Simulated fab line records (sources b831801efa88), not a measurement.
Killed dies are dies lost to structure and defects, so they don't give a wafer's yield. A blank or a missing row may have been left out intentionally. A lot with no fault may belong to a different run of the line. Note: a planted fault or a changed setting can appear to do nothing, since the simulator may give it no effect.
fab line records ; flow gf180mcu
record lots=7; wafers=21; lastDay=33
route steps=602 shown V1@361 M2@362
lots untouched by any fault: they come from a run of this same line in which no faults occurred
startH: start of the lot's first displayed wafer, in hours after the record's first day ; waitH: hours from the lot's prior step to this one ; " as in the row above ; L1.1+2: several wafers, shown together as one row ; - no value, or no start given ; * or withheld: withheld ; < > ~ a bound
route shown NAME@n: NAME is a module with steps in the file, n the number in the route of the first one ; usual: the fault-free wafers' mean and standard deviation ; same: alike in all rows ; chamber/n: place in a boat ; sites: readings site by site ; _std_site: their standard deviation ; _edge_site: the outer-site mean with the inner-site mean subtracted ; radiusMm: how far each site lies from the wafer's centre ; mask NAME#n: copy n ; behind: tool/chamber where the wafer was last shaped ; hold: why the lot was held/for how many hours/how that ended ; device: which transistor (n, p or np) failed to switch ; end of line: the same wafers' tests at the end of the route ; a step given without rows: its recipe and nothing more ; killed: at the first sort, the dies lost to defects and structure; wafer yield is something else ; map: a wafer's dies, marking killed ones x, the rest . and places with no die _
set.NAME: setting as actually run; set.NAME@STEP: the setting as run at that earlier step ; model.NAME: the simulator's own value behind a step, which no gauge read
a table for each step, a row for each wafer; lots at some steps of the route
services: the hour from which a tool's chamber was out of use, counted from the record's first day as startH (under 0 if before that day), plus the number of hours and why
## steps
# step GF_V1_CMP_26
# recipe stopOn=SiO2; downForcePsi=3.5; platenRpm=60; tOverpolishS=15; targetThkNm=0; padVelocityMS=0.94248
# usual motorCurrentA=11.9/1.5; overpolishRunS=14.999/0.0088; timeToEndpointS=85/5.2
lot.wafer;tool;chamber;startH;waitH;motorCurrentA;overpolishRunS;timeToEndpointS
L951.2;cmp-01;2;478.42;0.1;11.5;14.994;83
L951.1;cmp-01;3;478.42;0.1;12.0;15.007;80
L951.5;cmp-01;0;478.42;0.1;10.6;15.006;83
L955.3;cmp-01;2;509.88;0.1;11.4;15.012;83
L955.6;cmp-01;1;509.88;0.1;11.9;14.993;90
L955.5;cmp-01;2;509.88;0.1;10.7;14.988;82
L956.3;cmp-02;2;523.20;0.1;14.9;15.003;90
L956.5;cmp-02;0;523.20;0.1;13.5;14.999;93
L956.6;cmp-02;1;523.20;0.1;8.7;15.009;84
L957.4;cmp-01;2;534.23;0.0;11.2;15.002;84
L957.1;cmp-01;1;534.23;0.0;10.7;15.018;89
L957.5;cmp-01;2;534.23;0.0;11.7;14.994;83
L958.3;cmp-02;3;544.91;0.1;13.8;15.004;85
L958.6;cmp-02;2;544.91;0.1;14.5;14.991;90
L958.5;cmp-02;3;544.91;0.1;13.3;15.003;85
L959.3;cmp-01;3;545.42;0.0;12.1;14.989;85
L959.2;cmp-01;1;545.42;0.0;11.7;15.011;91
L959.6;cmp-01;3;545.42;0.0;12.1;15.011;83
L965.2;cmp-01;2;588.58;0.1;11.4;14.999;82
L965.4;cmp-01;3;588.58;0.1;11.6;14.997;85
L965.5;cmp-01;2;588.58;0.1;11.5;14.992;79
# step GF_M2_SPUTTER_00
# recipe material=Ti; targetThkNm=37.5; arrivingIonEnergyEv=80; substrateTempC=200; chamberPressurePa=2; powerW=4000; timeS=150
# usual throttleValvePct=30.4/0.96
lot.wafer;tool;chamber;startH;waitH;throttleValvePct
L951.1;pvdSputter-02;-;478.62;0.1;30.3
L951.2;pvdSputter-02;-;478.62;0.1;29.7
L951.5;pvdSputter-02;-;478.62;0.1;29.9
L955.3;pvdSputter-03;-;510.13;0.2;31.1
L955.5;pvdSputter-03;-;510.13;0.2;30.4
L955.6;pvdSputter-03;-;510.13;0.2;30.6
L956.3;pvdSputter-03;-;523.40;0.1;30.7
L956.5;pvdSputter-03;-;523.40;0.1;30.7
L956.6;pvdSputter-03;-;523.40;0.1;30.7
L957.1;pvdSputter-01;-;534.53;0.1;31.2
L957.4;pvdSputter-01;-;534.53;0.1;28.5
L957.5;pvdSputter-01;-;534.53;0.1;31.5
L958.3;pvdSputter-01;-;545.16;0.2;30.8
L958.5;pvdSputter-01;-;545.16;0.2;30.5
L958.6;pvdSputter-01;-;545.16;0.2;28.6
L959.2;pvdSputter-02;-;545.72;0.1;32.1
L959.3;pvdSputter-02;-;545.72;0.1;30.0
L959.6;pvdSputter-02;-;545.72;0.1;29.3
L965.2;pvdSputter-01;-;588.83;0.2;28.8
L965.4;pvdSputter-01;-;588.83;0.2;30.4
L965.5;pvdSputter-01;-;588.83;0.2;28.8
# step GF_M2_SPUTTER_01
# recipe material=TiN; targetThkNm=30; powerW=6500; timeS=25; chamberPressurePa=0.4
# usual throttleValvePct=30.4/0.95
lot.wafer;tool;chamber;startH;waitH;throttleValvePct
L951.1;pvdSputter-02;-;478.72;0.1;29.8
L951.2;pvdSputter-02;-;478.72;0.1;30.0
L951.5;pvdSputter-02;-;478.72;0.1;30.0
L955.3;pvdSputter-03;-;510.23;0.1;30.8
L955.5;pvdSputter-03;-;510.23;0.1;30.5
L955.6;pvdSputter-03;-;510.23;0.1;31.0
L956.3;pvdSputter-03;-;523.50;0.1;30.6
L956.5;pvdSputter-03;-;523.50;0.1;30.8
L956.6;pvdSputter-03;-;523.50;0.1;30.6
L957.1;pvdSputter-01;-;534.63;0.1;31.1
L957.4;pvdSputter-01;-;534.63;0.1;28.7
L957.5;pvdSputter-01;-;534.63;0.1;31.2
L958.3;pvdSputter-01;-;545.26;0.1;30.6
L958.5;pvdSputter-01;-;545.26;0.1;30.4
L958.6;pvdSputter-01;-;545.26;0.1;28.8
L959.2;pvdSputter-02;-;545.82;0.1;31.6
L959.3;pvdSputter-02;-;545.82;0.1;30.1
L959.6;pvdSputter-02;-;545.82;0.1;28.8
L965.2;pvdSputter-01;-;588.93;0.1;28.8
L965.4;pvdSputter-01;-;588.93;0.1;30.3
L965.5;pvdSputter-01;-;588.93;0.1;28.8
# step GF_M2_SPUTTER_02
# recipe material=AlCu; targetThkNm=450; powerW=10600; timeS=23.9; chamberPressurePa=0.4
# step GF_M2_SPUTTER_03
# recipe material=Ti; targetThkNm=10; substrateTempC=300; chamberPressurePa=0.3; powerW=3000; timeS=6.7
# usual throttleValvePct=30.4/0.95
lot.wafer;tool;chamber;startH;waitH;throttleValvePct
L951.1;pvdSputter-02;-;478.78;0.0;29.8
L951.2;pvdSputter-02;-;478.78;0.0;29.8
L951.5;pvdSputter-02;-;478.78;0.0;30.0
L955.3;pvdSputter-03;-;510.29;0.0;30.6
L955.5;pvdSputter-03;-;510.29;0.0;30.0
L955.6;pvdSputter-03;-;510.29;0.0;30.9
L956.3;pvdSputter-03;-;523.56;0.0;30.5
L956.5;pvdSputter-03;-;523.56;0.0;31.0
L956.6;pvdSputter-03;-;523.56;0.0;30.7
L957.1;pvdSputter-01;-;534.69;0.0;31.2
L957.4;pvdSputter-01;-;534.69;0.0;28.8
L957.5;pvdSputter-01;-;534.69;0.0;31.3
L958.3;pvdSputter-01;-;545.32;0.0;30.5
L958.5;pvdSputter-01;-;545.32;0.0;30.3
L958.6;pvdSputter-01;-;545.32;0.0;28.7
L959.2;pvdSputter-02;-;545.88;0.0;32.0
L959.3;pvdSputter-02;-;545.88;0.0;30.0
L959.6;pvdSputter-02;-;545.88;0.0;29.4
L965.2;pvdSputter-01;-;588.99;0.0;28.7
L965.4;pvdSputter-01;-;588.99;0.0;30.6
L965.5;pvdSputter-01;-;588.99;0.0;28.6
# step GF_M2_SPUTTER_04
# recipe material=TiN; targetThkNm=50; powerW=6500; timeS=41.7; chamberPressurePa=0.4
# usual throttleValvePct=30.4/0.95
lot.wafer;tool;chamber;startH;waitH;throttleValvePct
L951.1;pvdSputter-02;-;478.80;0.0;30.4
L951.2;pvdSputter-02;-;478.80;0.0;29.6
L951.5;pvdSputter-02;-;478.80;0.0;30.0
L955.3;pvdSputter-03;-;510.31;0.0;30.9
L955.5;pvdSputter-03;-;510.31;0.0;30.3
L955.6;pvdSputter-03;-;510.31;0.0;30.8
L956.3;pvdSputter-03;-;523.58;0.0;30.6
L956.5;pvdSputter-03;-;523.58;0.0;30.7
L956.6;pvdSputter-03;-;523.58;0.0;30.5
L957.1;pvdSputter-01;-;534.71;0.0;31.1
L957.4;pvdSputter-01;-;534.71;0.0;28.7
L957.5;pvdSputter-01;-;534.71;0.0;31.0
L958.3;pvdSputter-01;-;545.34;0.0;30.7
L958.5;pvdSputter-01;-;545.34;0.0;30.4
L958.6;pvdSputter-01;-;545.34;0.0;28.9
L959.2;pvdSputter-02;-;545.90;0.0;32.0
L959.3;pvdSputter-02;-;545.90;0.0;29.8
L959.6;pvdSputter-02;-;545.90;0.0;29.3
L965.2;pvdSputter-01;-;589.01;0.0;28.9
L965.4;pvdSputter-01;-;589.01;0.0;30.2
L965.5;pvdSputter-01;-;589.01;0.0;28.9
# step GF_M2_RS_MEAS_05
# recipe thkMeasGauge=four-point-probe; reads=TiN_of_M2_SPUTTER_04+Ti_of_M2_SPUTTER_03+AlCu_of_M2_SPUTTER_02+TiN_of_M2_SPUTTER_01+Ti_of_M2_SPUTTER_00
# usual M2_ALCU_RS=0.0693/0.00088
lot.wafer;tool;chamber;startH;waitH;M2_ALCU_RS[ohm/sq]
L951.1;filmMetro-02;-;478.84;0.0;0.0690
L951.2;filmMetro-02;-;478.84;0.0;0.0685
L951.5;filmMetro-02;-;478.84;0.0;0.0686
L955.3;filmMetro-02;-;510.39;0.1;0.0709
L955.5;filmMetro-02;-;510.39;0.1;0.0704
L955.6;filmMetro-02;-;510.39;0.1;0.0710
L956.3;filmMetro-03;-;523.66;0.1;0.0698
L956.5;filmMetro-03;-;523.66;0.1;0.0705
L956.6;filmMetro-03;-;523.66;0.1;0.0704
L957.1;filmMetro-01;-;534.75;0.0;0.0691
L957.4;filmMetro-01;-;534.75;0.0;0.0692
L957.5;filmMetro-01;-;534.75;0.0;0.0691
L958.3;filmMetro-03;-;545.42;0.1;0.0699
L958.5;filmMetro-03;-;545.42;0.1;0.0691
L958.6;filmMetro-03;-;545.42;0.1;0.0697
L959.2;filmMetro-03;-;545.96;0.0;0.0691
L959.3;filmMetro-03;-;545.96;0.0;0.0685
L959.6;filmMetro-03;-;545.96;0.0;0.0682
L965.2;filmMetro-02;-;589.07;0.0;0.0686
L965.4;filmMetro-02;-;589.07;0.0;0.0695
L965.5;filmMetro-02;-;589.07;0.0;0.0694
# step GF_M2_THK_MEAS_06
# recipe thkMeasGauge=xrf; reads=AlCu_of_M2_SPUTTER_02
# usual M2_ALCU_THK=454/5.9
lot.wafer;tool;chamber;startH;waitH;M2_ALCU_THK[nm]
L951.1;filmMetro-02;-;478.96;0.1;456
L951.2;filmMetro-02;-;478.96;0.1;462
L951.5;filmMetro-02;-;478.96;0.1;459
L955.3;filmMetro-02;-;510.49;0.1;448
L955.5;filmMetro-02;-;510.49;0.1;449
L955.6;filmMetro-02;-;510.49;0.1;448
L956.3;filmMetro-03;-;523.76;0.1;447
L956.5;filmMetro-03;-;523.76;0.1;443
L956.6;filmMetro-03;-;523.76;0.1;445
L957.1;filmMetro-01;-;534.87;0.1;458
L957.4;filmMetro-01;-;534.87;0.1;454
L957.5;filmMetro-01;-;534.87;0.1;458
L958.3;filmMetro-03;-;545.52;0.1;446
L958.5;filmMetro-03;-;545.52;0.1;453
L958.6;filmMetro-03;-;545.52;0.1;450
L959.2;filmMetro-03;-;546.07;0.1;451
L959.3;filmMetro-03;-;546.07;0.1;454
L959.6;filmMetro-03;-;546.07;0.1;456
L965.2;filmMetro-02;-;589.18;0.1;458
L965.4;filmMetro-02;-;589.18;0.1;458
L965.5;filmMetro-02;-;589.18;0.1;456
# step GF_M2_DEHYDRATE_07
# recipe tempC=200; timeS=60
# step GF_M2_HMDS_08
# recipe primeTimeS=60; primeTempC=120
# step GF_M2_COAT_09
# recipe resist=KrF; spinRpm=withheld; resistThkNm=1000
# step GF_M2_SOFTBAKE_10
# recipe tempC=130; timeS=60; resist=KrF
# step GF_M2_EXPOSE_11
# recipe maskId=Metal2; targetCdNm=280; na=0.68; sourceShape=conventional; sigmaOuter=0.6; doseMj=28
# usual exposureDoseMJCm2=27.995/0.028; focusOffsetNm=0.2/0.63
lot.wafer;tool;chamber;startH;waitH;mask;exposureDoseMJCm2;focusOffsetNm
L951.1;krfScanner-02;0;491.30;-;Metal2#0;27.967;0.8
L951.2;krfScanner-02;0;491.30;-;Metal2#0;28.009;0.1
L951.5;krfScanner-02;0;491.30;-;Metal2#0;27.989;0.2
L955.3;krfScanner-02;-;522.00;-;Metal2#0;-;-
L955.5;krfScanner-02;-;522.00;-;Metal2#0;-;-
L955.6;krfScanner-02;-;522.00;-;Metal2#0;-;-
L956.3;krfScanner-02;-;535.00;-;Metal2#0;-;-
L956.5;krfScanner-02;-;535.00;-;Metal2#0;-;-
L956.6;krfScanner-02;-;535.00;-;Metal2#0;-;-
L957.1;krfScanner-01;-;546.29;-;Metal2#0;-;-
L957.4;krfScanner-01;-;546.29;-;Metal2#0;-;-
L957.5;krfScanner-01;-;546.29;-;Metal2#0;-;-
L958.3;krfScanner-01;0;556.02;-;Metal2#0;27.975;-0.2
L958.5;krfScanner-01;0;556.02;-;Metal2#0;27.991;1.0
L958.6;krfScanner-01;0;556.02;-;Metal2#0;27.967;-0.1
L959.2;krfScanner-01;0;556.78;-;Metal2#0;27.996;0.3
L959.3;krfScanner-01;0;556.78;-;Metal2#0;27.991;-1.1
L959.6;krfScanner-01;0;556.78;-;Metal2#0;27.983;-0.1
L965.2;krfScanner-01;0;599.68;-;Metal2#0;27.986;0.0
L965.4;krfScanner-01;0;599.68;-;Metal2#0;27.962;-0.3
L965.5;krfScanner-01;0;599.68;-;Metal2#0;27.979;0.1
# step GF_M2_PEB_12
# recipe pebTempC=135; pebTimeS=90; resist=KrF
## services
tool;chamber;startH;hours;kind
krfScanner-02;-;461.76;0.8;pm
cmp-01;-;462.61;0.8;repair
pvdSputter-03;-;473.51;13.0;repair
cmp-01;-;477.09;0.8;repair
krfScanner-02;-;498.89;1.0;pm
krfScanner-01;-;507.83;1.3;pm
krfScanner-01;-;509.13;4.4;pm
krfScanner-01;-;514.82;10.6;repair
cmp-02;-;520.15;0.4;repair
cmp-02;-;533.81;1.7;repair
krfScanner-01;-;538.35;0.8;pm
krfScanner-02;-;545.66;1.3;pm
krfScanner-02;-;547.94;0.7;repair
pvdSputter-03;-;548.89;1.6;repair
pvdSputter-03;-;555.00;64.5;repair
cmp-01;-;556.35;4.2;pm
krfScanner-02;-;565.76;36.0;pm
cmp-01;-;572.38;4.0;pm
cmp-01;-;576.38;-;consumableReplace:conditioner
cmp-01;-;576.38;-;consumableReplace:pad
cmp-02;-;583.05;4.3;pm
## key
firstSign step=GF_M2_EXPOSE_11; reading=toolRecord; direction=missing
effect none on later readings
metAt GF_M2_EXPOSE_11
struckWafers L955.3,L955.5,L955.6,L956.3,L956.5,L956.6,L957.1,L957.4,L957.5
laterRowsLeftOut L955.3,L955.5,L955.6,L956.3,L956.5,L956.6,L957.1,L957.4,L957.5
sortLeftOut L955.3,L955.5,L955.6,L956.3,L956.5,L956.6,L957.1,L957.4,L957.5
onsetBetween 491.30 522.00
fault kind=skippedStepWhole; tool=krfScanner-01,krfScanner-02; chamber=-; onsetH=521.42; steps=GF_M2_EXPOSE_11; scope=struckLotsOnly
# sortLeftOut: the simulated sort isn't trusted on such a fault, so these wafers' sort isn't shown, and their yield isn't known
# laterRowsLeftOut: the simulator's readings of these wafers behind a module that went badly wrong aren't trusted and aren't shown, but for the sort
